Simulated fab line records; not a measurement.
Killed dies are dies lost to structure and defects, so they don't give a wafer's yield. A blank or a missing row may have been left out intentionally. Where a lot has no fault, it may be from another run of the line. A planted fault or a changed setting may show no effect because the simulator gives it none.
Chamber matching    flow gf180mcu    GF_V3_CMP_26 on cmp-02 has 4 sister chambers
The step polishes, stops on SiO2, t overpolish 15 s, target thk 0 nm. 14 wafers are shown with their chamber, then 7 later ones without.

## WAFERS PAIRED WITH THEIR CHAMBERS
wafer   chamber  motorCurrentA (A)  timeToEndpointS (s)
L427.1  1        11.1               85
L427.2  2        11.2               78
L427.3  0        12.3               79
L428.1  1        12.2               86
L428.2  2        11.0               82
L428.3  0        12.3               86
L429.2  0        12.6               87
L429.4  2        10.4               80
L429.5  1        10.5               87
L431.2  3        10.9               89
L431.3  0        12.8               83
L431.6  1        11.9               90
L433.3  3        11.2               79
L433.5  2        10.4               77

SIGNATURES (means of the wafers above)
reading          chamber 0  chamber 1  chamber 2  chamber 3  scatter within a chamber
motorCurrentA    12.500     11.425     10.750     11.050     0.502
timeToEndpointS  83.75      87.00      79.25      84.00      3.43
Rule: for each reading, subtract the chamber's mean from the wafer's reading, divide by that reading's scatter and square the result; add these up over the readings and take the root, which gives the wafer's distance from the chamber. The wafer belongs to the nearest chamber; if the next one is less than 2 further off, it can't be placed. The scatter: take each reading less its chamber's mean, square it, sum over the shown wafers, divide by the number of wafers less the number of chambers, and take the root.

## WAFERS WITHOUT THEIR CHAMBER
wafer   motorCurrentA (A)  timeToEndpointS (s)
L438.1  10.9               88
L445.1  10.6               80
L445.2  11.5               85
L445.5  11.4               82
L447.1  13.0               84
L447.3  11.1               85
L447.5  10.7               85

## EACH ONE'S CHAMBER
wafer   from the rows above                in truth
L438.1  can't be placed: 1 or 3 or 2       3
L445.1  can't be placed: 2 or 3            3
L445.2  can't be placed: 1 or 3 or 0 or 2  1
L445.5  can't be placed: 3 or 1 or 2 or 0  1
L447.1  0                                  0
L447.3  can't be placed: 3 or 1 or 2       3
L447.5  can't be placed: 3 or 1 or 2       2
1 of 7 placed correctly. Not placeable from these rows: 6 (in 6, the candidates include the true chamber). Placed wrongly: 0.
